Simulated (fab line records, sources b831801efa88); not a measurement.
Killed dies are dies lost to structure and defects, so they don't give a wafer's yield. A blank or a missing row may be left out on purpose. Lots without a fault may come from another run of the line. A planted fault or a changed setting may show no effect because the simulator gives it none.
fab line records | flow sky130 | part 1 of 2: steps 1 to 30 of 39
record lots=5 wafers=15 last_day=49
route steps=708 shown METAL2@492 VIA2@507
lots that met no fault: from a run of the same line without faults
start_h: hours from the record's first day to the start of the lot's first wafer shown | wait_h: hours since the lot's step before | " the same as in the row above | L1.1+2: a row that stands for several wafers | - no value, or no start given | * or withheld: withheld | < > ~ a bound
route shown NAME@n: a module of which the file shows steps, and the number in the route of the first | usual: mean/standard deviation of fault-free wafers | same: alike in all rows | chamber/n: place in a boat | sites: the reading at each site | _std_site: their standard deviation | _edge_site: outer sites' mean less inner sites' | radius_mm: how far each site lies from the wafer's centre | mask NAME#n: copy n | behind: the tool/chamber that last shaped the wafer | hold: why the lot was held/for how many hours/how that ended | device: the transistor (n, p or np) that didn't switch | end of line: the same wafers' tests at the end of the route | a step without rows: its recipe alone | killed: dies lost to structure and defects at the first sort, not the wafer's yield | map: a wafer's dies, x killed, . not, _ none there
set.NAME: the setting as run; set.NAME@STEP: as run at that earlier step | model.NAME: the simulator's own value behind a step, which no gauge read
lots at some steps of the route; a table a step, a row a wafer
services: from which hour (start_h, from the record's first day; less than 0 if before it) a tool's chamber was out of use, for how many hours, and why
## steps
# step SKY_METAL2_COAT_09
# recipe resist=BARC temp_c=withheld time_s=withheld spin_rpm=3000 resist_thk_nm=60
# columns lot.wafer tool chamber start_h wait_h
L076.1+2+4 litho_track-03 0 824.17 0.1
L083.1+4+6 litho_track-04 0 874.58 0.1
L085.1+2+5 litho_track-03 0 895.87 0.1
L091.2+5+6 litho_track-01 0 935.24 0.1
L094.2+3+6 litho_track-04 0 953.40 0.1
# step SKY_METAL2_COAT_10
# recipe resist=KrF-thick spin_rpm=3000 resist_thk_nm=450
# columns lot.wafer tool chamber start_h wait_h
L076.1+2+4 litho_track-03 0 - -
L083.1+4+6 litho_track-04 0 - -
L085.1+2+5 litho_track-03 0 - -
L091.2+5+6 litho_track-01 0 - -
L094.2+3+6 litho_track-04 0 - -
# step SKY_METAL2_SOFTBAKE_11
# recipe temp_c=100 time_s=90 resist=KrF-thick
# columns lot.wafer tool chamber start_h wait_h
L076.1+2+4 litho_track-03 0 - -
L083.1+4+6 litho_track-04 0 - -
L085.1+2+5 litho_track-03 0 - -
L091.2+5+6 litho_track-01 0 - -
L094.2+3+6 litho_track-04 0 - -
# step SKY_METAL2_EXPOSE_12
# recipe mask_id=MM2 na=0.8 source_shape=annular sigma_inner=0.55 sigma_outer=0.85 target_cd_nm=140 dose_mj=28
# columns lot.wafer tool chamber start_h wait_h mask
L076.1+2+4 krf_scanner-02 0 - - MM2#0
L083.1+4+6 krf_scanner-01 0 - - MM2#0
L085.1+2+5 krf_scanner-02 0 - - MM2#0
L091.2+5+6 krf_scanner-02 0 - - MM2#0
L094.2+3+6 krf_scanner-02 0 - - MM2#0
# step SKY_METAL2_PEB_13
# recipe peb_temp_c=withheld peb_time_s=withheld resist=KrF-thick
# columns lot.wafer tool chamber start_h wait_h
L076.1+2+4 litho_track-04 0 - -
L083.1+4+6 litho_track-03 0 - -
L085.1+2+5 litho_track-03 0 - -
L091.2+5+6 litho_track-01 0 - -
L094.2+3+6 litho_track-04 0 - -
# step SKY_METAL2_DEVELOP_14
# recipe develop_time_s=60 resist=KrF-thick dev_temp_c=21
# columns lot.wafer tool chamber start_h wait_h
L076.1+2+4 litho_track-04 0 - -
L083.1+4+6 litho_track-03 0 - -
L085.1+2+5 litho_track-03 0 - -
L091.2+5+6 litho_track-01 0 - -
L094.2+3+6 litho_track-04 0 - -
# step SKY_METAL2_CD_MEAS_15
# recipe target_cd_nm=140
# usual cd_nm=139.4/1.6
# columns lot.wafer tool chamber start_h wait_h cd_nm
L076.1 cd_sem-01 - 837.18 - 138.0
L076.2 " - " " 137.8
L076.4 " - " " 137.9
L083.1 cd_sem-01 - 888.12 - 138.6
L083.4 " - " " 139.5
L083.6 " - " " 139.2
L085.1 cd_sem-02 - 908.87 - 139.6
L085.2 " - " " 141.5
L085.5 " - " " 140.0
L091.2 cd_sem-01 - 947.74 - 141.4
L091.5 " - " " 141.6
L091.6 " - " " 140.7
L094.2 cd_sem-02 - 966.80 - 138.5
L094.3 " - " " 138.4
L094.6 " - " " 138.2
# step SKY_METAL2_OVL_MEAS_16
# usual METAL2_OVL=2/4.7
# columns lot.wafer tool chamber start_h wait_h METAL2_OVL[nm]
L076.1 overlay-01 - 837.30 0.1 -1
L076.2 " - " " -3
L076.4 " - " " -3
L083.1 overlay-02 - 888.24 0.1 -6
L083.4 " - " " -9
L083.6 " - " " -5
L085.1 overlay-02 - 908.99 0.1 3
L085.2 " - " " -1
L085.5 " - " " -2
L091.2 overlay-02 - 947.84 0.1 -8
L091.5 " - " " 2
L091.6 " - " " 2
L094.2 overlay-01 - 966.91 0.1 -1
L094.3 " - " " -1
L094.6 " - " " 3
# step SKY_METAL2_DESCUM_17
# recipe chemistry=O2 source_power_w=150 bias_power_w=0 pressure_mtorr=10 temp_c=40 time_s=8
# usual drypump_motor_current_A=5.7/0.45 oes_product_au=1.002/0.0094 rf_fwd_power_W=147.3/0.62
# columns lot.wafer tool chamber start_h wait_h drypump_motor_current_A oes_product_au rf_fwd_power_W rf_hours_counter_h
L076.1 rie_metal-02 0 837.33 0.0 5.8 0.989 147.6 16
L076.2 " 1 " " 6.5 0.992 146.9 15
L076.4 " 0 " " 5.8 0.982 148.1 -
L083.1 rie_metal-04 1 888.28 0.0 5.4 1.008 148.1 3
L083.4 " 0 " " 5.8 1.007 147.7 -
L083.6 " 0 " " 5.8 1.009 147.1 -
L085.1 rie_metal-04 1 909.03 0.0 5.4 1.011 148.7 4
L085.2 " 0 " " 5.8 1.010 148.3 1
L085.5 " 0 " " 5.8 1.021 147.8 -
L091.2 rie_metal-03 1 947.87 0.0 5.1 0.999 147.8 17
L091.5 " 0 " " 5.8 0.988 148.4 -
L091.6 " 1 " " 5.1 1.000 146.7 -
L094.2 rie_metal-04 0 966.94 0.0 5.8 1.016 148.2 3
L094.3 " 0 " " 5.8 1.005 147.8 -
L094.6 " 1 " " 5.4 0.993 147.8 -
# step SKY_METAL2_ETCH_18
# recipe chemistry=N2/H2 target=BARC ion_energy_ev=200 bias_w=100 pressure_mtorr=30 n2_flow_sccm=100 h2_flow_sccm=200 icp_w=500 stop_on=SiO2 time_s=45.9 target_depth_a=600
# usual drypump_motor_current_A=5.7/0.46 n2_flow_sccm=99.98/0.25 oes_product_au=0.853/0.005 rf_fwd_power_W=495.5/1.5 throttle_valve_pct=13.224/0.01
# columns lot.wafer tool chamber start_h wait_h drypump_motor_current_A n2_flow_sccm oes_product_au rf_fwd_power_W rf_hours_counter_h throttle_valve_pct
L076.1 rie_metal-02 0 837.38 0.0 5.8 100.16 0.848 494.2 16 13.204
L076.2 " 1 " " 6.6 100.26 0.856 495.4 15 13.211
L076.4 " 0 " " 5.8 99.83 0.856 495.2 - 13.231
L083.1 rie_metal-04 1 888.31 0.0 5.4 99.97 0.853 498.7 3 13.223
L083.4 " 0 " " 5.8 100.26 0.850 494.5 - 13.216
L083.6 " 0 " " 5.8 100.22 0.845 495.4 - 13.213
L085.1 rie_metal-04 1 909.06 0.0 5.3 100.22 0.852 497.2 4 13.212
L085.2 " 0 " " 5.8 99.92 0.848 496.7 1 13.226
L085.5 " 0 " " 5.8 100.45 0.846 495.9 - 13.218
L091.2 rie_metal-03 1 947.90 0.0 5.1 99.57 0.842 494.4 17 13.215
L091.5 " 0 " " 5.8 100.42 0.850 494.5 - 13.222
L091.6 " 1 " " 5.1 99.96 0.854 493.6 - 13.234
L094.2 rie_metal-04 0 966.97 0.0 5.8 100.38 0.847 495.1 3 13.213
L094.3 " 0 " " 5.8 99.94 0.851 496.8 - 13.229
L094.6 " 1 " " 5.4 99.87 0.859 499.0 - 13.228
# step SKY_METAL2_METAL_ETCH_19
# recipe target_depth_a=3600 stop_on=SiO2 over_etch_frac=0.3 time_s=78 chemistry=Cl2/BCl3 resist_sidewall_deg=88 pressure_mtorr=10 icp_w=900 bias_w=48.5 Cl2_flow_sccm=60 bcl3_flow_sccm=30
# usual drypump_motor_current_A=5.7/0.46 oes_product_au=0.853/0.0056 rf_fwd_power_W=894/3.1 throttle_valve_pct=22.264/0.0072
# columns lot.wafer tool chamber start_h wait_h drypump_motor_current_A oes_product_au rf_fwd_power_W rf_hours_counter_h throttle_valve_pct
L076.1 rie_metal-02 0 837.46 0.1 5.8 0.858 891 16 22.268
L076.2 " 1 " " 6.6 0.854 891 15 22.259
L076.4 " 0 " " 5.8 0.856 892 - 22.262
L083.1 rie_metal-04 1 888.37 0.0 5.3 0.855 894 3 22.273
L083.4 " 0 " " 5.8 0.849 894 - 22.277
L083.6 " 0 " " 5.8 0.849 897 - 22.267
L085.1 rie_metal-04 1 909.12 0.0 5.4 0.856 892 4 22.276
L085.2 " 0 " " 5.8 0.861 899 1 22.268
L085.5 " 0 " " 5.8 0.859 896 - 22.270
L091.2 rie_metal-03 1 947.97 0.0 5.1 0.852 894 17 22.268
L091.5 " 0 " " 5.8 0.858 894 - 22.269
L091.6 " 1 " " 5.1 0.850 890 - 22.264
L094.2 rie_metal-04 0 967.03 0.0 5.8 0.851 899 3 22.259
L094.3 " 0 " " 5.8 0.848 898 - 22.260
L094.6 " 1 " " 5.4 0.851 894 - 22.272
# step SKY_METAL2_STRIP_20
# recipe chemistry=O2/N2 power_w=1400 pressure_mtorr=1500 platen_temp_c=withheld o2_flow_sccm=3000 n2_flow_sccm=300 overash_fraction=0.5
# usual drypump_motor_current_A=5.76/0.19 n2_flow_sccm=299.8/0.84 oes_product_au=0.342/0.0048 strip_time_to_endpoint_s=2.68/0.035
# columns lot.wafer tool chamber start_h wait_h drypump_motor_current_A n2_flow_sccm oes_product_au rf_hours_counter_h strip_time_to_endpoint_s
L076.1 plasma_asher-04 0 837.58 0.1 5.55 299.9 0.339 41 2.67
L076.2 " 1 " " 5.93 298.2 0.341 41 2.68
L076.4 " 0 " " 5.57 299.1 0.341 - 2.67
L083.1 plasma_asher-01 0 888.46 0.1 5.65 299.2 0.330 14 2.65
L083.4 " 1 " " 5.65 300.5 0.342 - 2.59
L083.6 " 1 " " 5.67 301.0 0.341 - 2.59
L085.1 plasma_asher-04 1 909.21 0.1 5.90 301.0 0.336 48 2.64
L085.2 " 0 " " 5.55 301.4 0.339 48 2.65
L085.5 " 1 " " 5.89 301.8 0.341 - 2.64
L091.2 plasma_asher-03 0 948.06 0.1 6.21 299.5 0.346 82 2.68
L091.5 " 1 " " 5.77 301.0 0.339 - 2.68
L091.6 " 0 " " 6.22 300.4 0.350 - 2.72
L094.2 plasma_asher-01 0 967.12 0.1 5.65 299.3 0.340 22 2.64
L094.3 " 0 " " 5.66 301.3 0.332 - 2.63
L094.6 " 1 " " 5.66 299.5 0.340 - 2.69
# step SKY_METAL2_STRIP_21
# recipe chemistry=post_etch_residue_remover time_s=1200 temp_c=72.5
# usual bath_heat_duty_pct=15.2/1.7
# columns lot.wafer tool chamber start_h wait_h bath_heat_duty_pct
L076.1 wet_bench-04 2 837.68 0.1 17.4
L076.2 " 2 " " 15.2
L076.4 " 2 " " 15.7
L083.1 wet_bench-02 1 888.56 0.1 14.3
L083.4 " 1 " " 13.7
L083.6 " 1 " " 14.3
L085.1 wet_bench-04 0 909.31 0.1 13.5
L085.2 " 0 " " 13.8
L085.5 " 0 " " 13.6
L091.2 wet_bench-02 2 948.16 0.1 13.6
L091.5 " 2 " " 12.8
L091.6 " 2 " " 14.3
L094.2 wet_bench-03 1 967.22 0.1 17.5
L094.3 " 1 " " 14.0
L094.6 " 1 " " 15.4
# step SKY_METAL2_CLEAN_22
# recipe chemistry=IPA time_s=180 temp_c=25
# usual bath_heat_duty_pct=6.8/0.78
# columns lot.wafer tool chamber start_h wait_h bath_heat_duty_pct
L076.1 wet_bench-02 1 838.05 0.0 5.9
L076.2 " 1 " " 6.1
L076.4 " 1 " " 5.6
L083.1 wet_bench-02 3 888.94 0.0 7.0
L083.4 " 3 " " 5.7
L083.6 " 3 " " 6.4
L085.1 wet_bench-02 0 909.66 0.0 8.7
L085.2 " 0 " " 7.6
L085.5 " 0 " " 7.3
L091.2 wet_bench-03 2 948.50 0.0 7.6
L091.5 " 2 " " 7.6
L091.6 " 2 " " 7.0
L094.2 wet_bench-02 3 967.56 0.0 6.0
L094.3 " 3 " " 5.5
L094.6 " 3 " " 5.8
# step SKY_METAL2_CLEAN_23
# recipe chemistry=O3/DIW dry=n2_spin
# columns lot.wafer tool chamber start_h wait_h
L076.1+2+4 wet_bench-03 3 838.11 0.0
L083.1+4+6 wet_bench-02 2 889.00 0.0
L085.1+2+5 wet_bench-04 2 909.71 0.0
L091.2+5+6 wet_bench-04 2 948.56 0.0
L094.2+3+6 wet_bench-03 2 967.62 0.0
# step SKY_VIA2_HDPCVD_00
# recipe material=SiO2 target_thk_nm=1180 sigma_open_frac=0.3 time_s=196.7 temp_c=400 sih4_flow_sccm=60 pressure_mtorr=6
# usual sih4_flow_sccm=60.02/0.18
# columns lot.wafer tool chamber start_h wait_h sih4_flow_sccm
L076.1 hdpcvd-01 0 838.21 0.0 60.32
L076.2 " 2 " " 59.95
L076.4 " 1 " " 60.10
L083.1 hdpcvd-01 1 889.10 0.0 60.03
L083.4 " 2 " " 60.01
L083.6 " 1 " " 60.18
L085.1 hdpcvd-02 2 909.81 0.0 59.81
L085.2 " 1 " " 60.05
L085.5 " 0 " " 60.07
L091.2 hdpcvd-02 0 948.66 0.0 59.95
L091.5 " 0 " " 59.96
L091.6 " 2 " " 60.06
L094.2 hdpcvd-01 2 967.71 0.0 60.49
L094.3 " 0 " " 59.91
L094.6 " 2 " " 60.19
# step SKY_VIA2_THK_MEAS_01
# recipe reads=SiO2_of_VIA2_HDPCVD_00
# usual VIA2_HDPCVD_THK=1183/12
# columns lot.wafer tool chamber start_h wait_h VIA2_HDPCVD_THK[nm]
L076.1 film_metro-01 - 838.34 0.1 1175
L076.2 " - " " 1159
L076.4 " - " " 1178
L083.1 film_metro-03 - 889.23 0.1 1162
L083.4 " - " " 1150
L083.6 " - " " 1160
L085.1 film_metro-03 - 909.93 0.1 1182
L085.2 " - " " 1180
L085.5 " - " " 1173
L091.2 film_metro-04 - 948.79 0.1 1185
L091.5 " - " " 1178
L091.6 " - " " 1186
L094.2 film_metro-01 - 967.85 0.1 1164
L094.3 " - " " 1192
L094.6 " - " " 1183
# step SKY_VIA2_CMP_02
# recipe material=SiO2 down_force_psi=4 platen_rpm=60 pad_velocity_m_s=0.94248
# usual motor_current_A=12.0/0.89
# columns lot.wafer tool chamber start_h wait_h motor_current_A
L076.1 cmp-01 1 838.40 0.1 11.3
L076.2 " 2 " " 12.3
L076.4 " 0 " " 13.1
L083.1 cmp-02 2 889.34 0.1 12.3
L083.4 " 3 " " 10.5
L083.6 " 2 " " 11.5
L085.1 cmp-01 1 909.99 0.1 11.3
L085.2 " 2 " " 12.2
L085.5 " 1 " " 12.1
L091.2 cmp-01 3 948.99 0.2 12.0
L091.5 " 0 " " 14.1
L091.6 " 1 " " 11.2
L094.3 cmp-02 1 967.95 0.1 12.1
L094.2 " 2 " " 11.8
L094.6 " 0 " " 13.0
# step SKY_VIA2_BOW_MEAS_03
# recipe mode=bow
# usual VIA2_BOW=87/7.5
# columns lot.wafer tool chamber start_h wait_h VIA2_BOW[um]
L076.1 film_metro-01 - 838.70 0.2 86
L076.2 " - " " 89
L076.4 " - " " 98
L083.1 film_metro-01 - 889.59 0.2 87
L083.4 " - " " 87
L083.6 " - " " 86
L085.1 film_metro-01 - 910.29 0.2 94
L085.2 " - " " 95
L085.5 " - " " 101
L091.2 film_metro-01 - 949.16 0.1 80
L091.5 " - " " 78
L091.6 " - " " 81
L094.2 film_metro-01 - 968.22 0.2 72
L094.3 " - " " 80
L094.6 " - " " 93
# step SKY_VIA2_DEHYDRATE_04
# recipe temp_c=200 time_s=60
# columns lot.wafer tool chamber start_h wait_h
L076.1+2+4 litho_track-01 0 851.12 12.4
L083.1+4+6 litho_track-01 0 901.07 11.5
L085.1+2+5 litho_track-02 0 921.89 11.6
L091.2+5+6 litho_track-04 0 960.80 11.6
L094.2+3+6 litho_track-02 0 978.46 10.2
# step SKY_VIA2_HMDS_05
# recipe prime_time_s=60 prime_temp_c=120
# columns lot.wafer tool chamber start_h wait_h
L076.1+2+4 litho_track-01 0 851.27 0.1
L083.1+4+6 litho_track-01 0 901.22 0.1
L085.1+2+5 litho_track-02 0 922.04 0.1
L091.2+5+6 litho_track-04 0 960.95 0.1
L094.2+3+6 litho_track-02 0 978.61 0.1
# step SKY_VIA2_COAT_06
# recipe resist=BARC temp_c=withheld time_s=withheld spin_rpm=3000 resist_thk_nm=60
# columns lot.wafer tool chamber start_h wait_h
L076.1+2+4 litho_track-01 0 851.42 0.1
L083.1+4+6 litho_track-01 0 901.37 0.1
L085.1+2+5 litho_track-02 0 922.19 0.1
L091.2+5+6 litho_track-04 0 961.10 0.1
L094.2+3+6 litho_track-02 0 978.76 0.1
# step SKY_VIA2_COAT_07
# recipe resist=KrF-thick spin_rpm=3000 resist_thk_nm=450
# columns lot.wafer tool chamber start_h wait_h
L076.1+2+4 litho_track-01 0 - -
L083.1+4+6 litho_track-01 0 - -
L085.1+2+5 litho_track-02 0 - -
L091.2+5+6 litho_track-04 0 - -
L094.2+3+6 litho_track-02 0 - -
# step SKY_VIA2_SOFTBAKE_08
# recipe temp_c=100 time_s=90 resist=KrF-thick
# columns lot.wafer tool chamber start_h wait_h
L076.1+2+4 litho_track-01 0 - -
L083.1+4+6 litho_track-01 0 - -
L085.1+2+5 litho_track-02 0 - -
L091.2+5+6 litho_track-04 0 - -
L094.2+3+6 litho_track-02 0 - -
# step SKY_VIA2_EXPOSE_09
# recipe mask_id=VIM2 na=0.8 source_shape=annular sigma_inner=0.55 sigma_outer=0.85 target_cd_nm=200 dose_mj=38
# columns lot.wafer tool chamber start_h wait_h mask
L076.1+2+4 krf_scanner-01 0 - - VIM2#0
L083.1+4+6 krf_scanner-02 0 - - VIM2#0
L085.1+2+5 krf_scanner-02 0 - - VIM2#0
L091.2+5+6 krf_scanner-02 0 - - VIM2#0
L094.2+3+6 krf_scanner-01 0 - - VIM2#0
# step SKY_VIA2_PEB_10
# recipe peb_temp_c=withheld peb_time_s=withheld resist=KrF-thick
# columns lot.wafer tool chamber start_h wait_h
L076.1+2+4 litho_track-01 0 - -
L083.1+4+6 litho_track-02 0 - -
L085.1+2+5 litho_track-04 0 - -
L091.2+5+6 litho_track-02 0 - -
L094.2+3+6 litho_track-04 0 - -
# step SKY_VIA2_DEVELOP_11
# recipe develop_time_s=60 resist=KrF-thick dev_temp_c=21
# columns lot.wafer tool chamber start_h wait_h
L076.1+2+4 litho_track-01 0 - -
L083.1+4+6 litho_track-02 0 - -
L085.1+2+5 litho_track-04 0 - -
L091.2+5+6 litho_track-02 0 - -
L094.2+3+6 litho_track-04 0 - -
# step SKY_VIA2_CD_MEAS_12
# recipe target_cd_nm=200
# usual cd_nm=200.0/1.2
# columns lot.wafer tool chamber start_h wait_h cd_nm
L076.1 cd_sem-01 - 864.42 - 199.4
L076.2 " - " " 198.5
L076.4 " - " " 198.4
L083.1 cd_sem-02 - 914.64 - 201.0
L083.4 " - " " 201.4
L083.6 " - " " 201.5
L085.1 cd_sem-02 - 935.13 - 200.2
L085.2 " - " " 200.7
L085.5 " - " " 201.4
L091.2 cd_sem-02 - 972.81 - 200.1
L091.5 " - " " 199.9
L091.6 " - " " 200.2
L094.2 cd_sem-02 - 991.15 - 200.3
L094.3 " - " " 200.2
L094.6 " - " " 199.1
# step SKY_VIA2_OVL_MEAS_13
# usual VIA2_OVL=3/5
# columns lot.wafer tool chamber start_h wait_h VIA2_OVL[nm]
L076.1 overlay-01 - 864.54 0.1 2
L076.2 " - " " -1
L076.4 " - " " 3
L083.1 overlay-01 - 914.76 0.1 -1
L083.4 " - " " 0
L083.6 " - " " -5
L085.1 overlay-02 - 935.25 0.1 0
L085.2 " - " " -1
L085.5 " - " " -3
L091.2 overlay-01 - 972.92 0.1 4
L091.5 " - " " 11
L091.6 " - " " 4
L094.2 overlay-01 - 991.26 0.1 3
L094.3 " - " " 5
L094.6 " - " " 4
# step SKY_VIA2_ETCH_14
# recipe chemistry=N2/H2 target=BARC ion_energy_ev=200 source_w=500 bias_w=100 pressure_mtorr=30 n2_flow_sccm=100 h2_flow_sccm=200 stop_on=SiO2 time_s=45.9 target_depth_a=600
# usual drypump_motor_current_A=5.7/0.43 n2_flow_sccm=100.00/0.29 oes_product_au=0.854/0.0049 rf_fwd_power_W=494.9/2.2 throttle_valve_pct=13.226/0.0092
# columns lot.wafer tool chamber start_h wait_h drypump_motor_current_A n2_flow_sccm oes_product_au rf_fwd_power_W rf_hours_counter_h throttle_valve_pct
L076.1 rie_diel-01 2 864.57 0.0 5.2 100.19 0.847 495.5 12 13.213
L076.2 " 1 " " 5.1 100.05 0.859 497.5 2 13.218
L076.4 " 0 " " 6.1 100.43 0.851 493.6 6 13.227
L083.1 rie_diel-01 1 914.80 0.0 5.0 99.85 0.849 496.4 4 13.218
L083.4 " 3 " " 6.1 99.89 0.860 493.6 14 13.233
L083.6 " 1 " " 5.1 100.12 0.855 494.5 - 13.220
L085.1 rie_diel-04 0 935.29 0.0 6.0 100.30 0.858 494.2 7 13.223
L085.2 " 3 " " 5.9 100.00 0.858 492.1 14 13.231
L085.5 " 1 " " 5.0 99.89 0.847 495.9 - 13.232
L091.2 rie_diel-01 1 972.95 0.0 5.1 100.01 0.850 494.7 5 13.241
L091.5 " 3 " " 6.0 99.80 0.869 493.2 - 13.217
L091.6 " 2 " " 5.2 99.39 0.858 498.7 - 13.214
L094.2 rie_diel-04 3 991.29 0.0 5.9 100.11 0.854 494.3 15 13.219
L094.3 " 1 " " 5.0 100.15 0.863 493.0 27 13.235
L094.6 " 3 " " 5.9 99.69 0.862 492.2 - 13.234
